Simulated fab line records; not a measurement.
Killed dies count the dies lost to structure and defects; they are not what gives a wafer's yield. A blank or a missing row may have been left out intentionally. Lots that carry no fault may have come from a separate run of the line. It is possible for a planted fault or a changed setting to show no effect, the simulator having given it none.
Which tool did it? ; flow sky130 ; 18 wafers sampled from 6 lots at 1 step of a route of 708

## WHAT EACH GAUGE READ, for each wafer
SKY_METAL2_CD_MEAS_15 targets a cd of 140 nm.
lot;measured;on;cd-nm (nm)
L478;day 37 00:18;cd-sem-02;139.0 138.4 137.3
L480;day 37 15:19;cd-sem-01;141.2 140.2 140.4
L484;day 38 21:55;cd-sem-02;138.1 139.3 138.8
L488;day 39 23:05;cd-sem-02;140.1 139.6 138.6
L490;day 40 22:49;cd-sem-01;139.5 139.6 139.0
L492;day 41 07:22;cd-sem-01;139.5 138.9 140.0

## WHAT TOOL EACH LOT RAN ON (gives the tool, then ch and the chambers of the sampled wafers, and finally the start)
The record shows no process step preceding these readings.

## THE ANSWER, worked out from the rows above alone
Rule: what is usual is taken from the lots themselves. The widest of any qualifying gaps counts: lots, ordered by their means at a reading, are off when they make up no more than a third of the lots, leave a main group of 4 or more, and stand apart from it by 3 or more times the standard deviation of that group's means. Not used: any main group whose means are identical at the precision the tables above print for the reading. Also off: a lot with no number at a reading for which 4 or more lots have one. Any other lot the step has rows for is counted as sound.
Across all readings shown, no lot is off: no conclusion can be drawn from this.

## WHAT THE SIMULATOR HAD PUT IN
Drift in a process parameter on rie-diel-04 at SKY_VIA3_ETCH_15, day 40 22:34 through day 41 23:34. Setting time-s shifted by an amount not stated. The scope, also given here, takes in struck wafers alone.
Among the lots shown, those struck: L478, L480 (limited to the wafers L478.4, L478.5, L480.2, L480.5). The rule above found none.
